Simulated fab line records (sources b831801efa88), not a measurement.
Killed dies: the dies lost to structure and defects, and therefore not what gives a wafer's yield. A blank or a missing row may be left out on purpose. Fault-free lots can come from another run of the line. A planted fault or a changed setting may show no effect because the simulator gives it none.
One fault seen from 2 desks / flow gf180mcu / each desk holds nothing but its own numbers, with what lay behind them at the end

== AT THE METROLOGY DESK ==
Means of the sampled wafers that have a number, per lot and without regard to the tool the lot ran on: this is what the gauges read. A lot is out of limits, marked OUT, if its mean lies more than 4 standard deviations from the usual mean; the brackets give that distance.
Columns: A = V4_BOW at GF_V4_BOW_MEAS_05, usual 135 um; B = V4_W_RS at GF_V4_RS_MEAS_24, usual 0.326 ohm/sq; C = MIM_CVD_05_THK at GF_MIM_THK_MEAS_06, usual 41.8 nm
lot=L748; first seen here=day 23 02:46; A=144; B=0.326; C=42.6
lot=L749; first seen here=day 23 14:23; A=136; B=0.323; C=42.2
lot=L750; first seen here=day 23 23:20; A=138; B=0.322; C=41.8
lot=L752; first seen here=day 24 15:22; A=142; B=0.324; C=41.1
lot=L753; first seen here=day 25 00:17; A=131; B=0.327; C=42.6
lot=L754; first seen here=day 25 15:07; A=131; B=0.326; C=42.2
lot=L755; first seen here=day 26 05:25; A=139; B=0.323; C=41.5
lot=L756; first seen here=day 26 09:21; A=132; B=0.330; C=41.4
lot=L757; first seen here=day 27 04:29; A=137; B=0.329; C=41.6
lot=L762; first seen here=day 28 01:44; A=151; B=0.327; C=41.7
lot=L761; first seen here=day 28 03:55; A=133; B=0.326; C=41.5
lot=L763; first seen here=day 28 16:34; A=132; B=0.323; C=42.0
lot=L765; first seen here=day 29 05:00; A=133; B=0.324; C=42.6
lot=L768; first seen here=day 29 16:28; A=135; B=0.331; C=42.1
This desk's verdict: no lot among the 14 shows anything out of limits.

== DESK OF THE TOOL OWNER: furnace-02 ==
The tool's own readings at GF_STI_OXIDATION_21 (stabilise 600 s, purge 300 s, target thk 15 nm): means of the sampled wafers that have a number, for each lot that ran on this tool. A lot is out of limits, marked OUT, if its mean lies more than 4 standard deviations from the usual mean; the brackets give that distance.
Columns: A = zone-power-bottom-pct at GF_STI_OXIDATION_21, usual 33.0 %; B = zone-power-centre-pct at GF_STI_OXIDATION_21, usual 23.0 %
lot=L748; first seen here=day 2 02:26; A=32.0; B=23.9
lot=L750; first seen here=day 2 11:57; A=32.2; B=23.7
lot=L752; first seen here=day 2 23:28; A=31.9; B=23.9
lot=L753; first seen here=day 3 03:43; A=31.9; B=23.9
lot=L754; first seen here=day 3 10:19; A=32.1; B=23.9
lot=L755; first seen here=day 3 17:02; A=32.1; B=23.8
lot=L756; first seen here=day 3 23:49; A=32.3; B=23.7
lot=L757; first seen here=day 4 06:38; A=32.1; B=23.5
lot=L761; first seen here=day 5 03:04; A=32.0; B=23.7
lot=L762; first seen here=day 5 03:04; A=32.2; B=23.8
lot=L763; first seen here=day 5 12:55; A=31.9; B=23.7
lot=L765; first seen here=day 5 21:08; A=32.0; B=23.7
This desk's verdict: no lot among the 12 shows anything out of limits.

== TAKEN TOGETHER ==
The metrology desk saw nothing out of limits.
The desk of the tool owner found nothing out of limits.

== WHAT THE SIMULATOR HAD PUT IN ==
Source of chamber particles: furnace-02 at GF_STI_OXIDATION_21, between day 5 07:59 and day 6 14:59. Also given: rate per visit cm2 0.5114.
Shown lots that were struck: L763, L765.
